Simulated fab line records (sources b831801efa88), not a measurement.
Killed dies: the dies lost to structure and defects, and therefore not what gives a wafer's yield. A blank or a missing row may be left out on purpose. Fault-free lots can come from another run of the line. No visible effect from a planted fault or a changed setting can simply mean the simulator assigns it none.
8D (eight disciplines) problem report, filled in by code	flow gf180mcu	the parts of the form that need people (team, actions taken, sign-off) are left out
Where a reading is given only as a bound, like >300, the bound stands for it, and a mean or a difference that rests on one is marked > or <: the true number lies beyond.

1. WHAT IS WRONG
V1_W_RS at GF_V1_RS_MEAS_24 reads a mean of 43.837 ohm/sq on 9 wafers of 3 lots; wafers without a fault read 0.329 ohm/sq with a standard deviation of 0.0034. So: +99 or more standard deviations from the usual mean.
The step: measures by four-point-probe.
Seen first at day 23 11:22 on film_metro-03, wafer L787.2. Wafers with a number at this step in the record: 45, from 15 lots. By rule, "out" or "out of limits" means more than 4 standard deviations away from the usual mean. The rest of the wafers with a number are treated as sound.

2. WHAT THIS IS AND IS NOT
question	is	is not
which readings at this step	V1_W_RS	-
which lots	L787, L788, L789	L773, L774, L775, L776, L777, L779, L782, L783, L784, L790, L795, L796
which wafers of those lots	all that have a number	-
read on which gauges	film_metro-02, film_metro-03, film_metro-04	-
when	from day 23 11:22	up to then (27 sound wafers); but 9 sound wafers of L790, L795, L796 came after

3. WHAT RULES OUT EACH SUSPECT
Counting: a tool at a process step up to the reading stays a suspect if it ran every lot that is out and no sound lot after the first of them.
- the gauge at GF_V1_RS_MEAS_24 is ruled out. 3 gauges (film_metro-02, film_metro-03, film_metro-04) read the wafers that are out.
- cvd_w-02 at GF_V1_CVD_23 (deposits W, target thk 350 nm, time 105.05 s): ruled out as a lasting fault. The sound lots L790, L795 went through it after L787, its earliest lot that is out (day 23 11:13).
Left after counting: nothing in the record.

4. THE CAUSE (what the simulator had put in)
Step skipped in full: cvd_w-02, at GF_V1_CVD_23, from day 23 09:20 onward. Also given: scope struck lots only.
Counting ruled it out, wrongly: the rule takes a fault to strike every lot that its tool runs from its start on, and this one did not.

5. THE EFFECT CHAIN, in route order
One row per reading whose mean, taken over the struck wafers that have a number, lies over 3 standard deviations from the usual. Readings are gone through only where the record gives a usual standard deviation; hours: the median, over the lots, of the time from a lot's start at the first step in this table giving one to that lot's start at this step; sigmas: the change measured in usual standard deviations.
hours	step	reading	usual	on struck wafers	change	sigmas
0	GF_V1_RS_MEAS_24	V1_W_RS	0.329 ohm/sq	43.837	+43.508	+99 or more
0	GF_V1_THK_MEAS_25	V1_W_THK	349 nm	<0	<-349	<-74
0	GF_V1_CMP_26	time_to_endpoint_s	85 s	2	-83	-28
Here are the process steps it includes:
- GF_V1_CMP_26: polishes, stops on SiO2, t overpolish 15 s, target thk 0 nm.
Readings that are blank on the struck wafers while sound wafers have them: chamber_pressure_Torr at GF_V1_CVD_23; heater_power_outer_w at GF_V1_CVD_23; heater_power_w at GF_V1_CVD_23.

6. HOW IT WOULD HAVE BEEN CAUGHT EARLIER
The first out-of-limits reading at a measuring or inspecting step in this record came at day 23 11:22, 2 hours after the fault's start at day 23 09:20.
At GF_V1_CVD_23 the tool's readings are blank on the struck wafers, where sound wafers have them: an empty tool record is the first sign, and it was there at once.
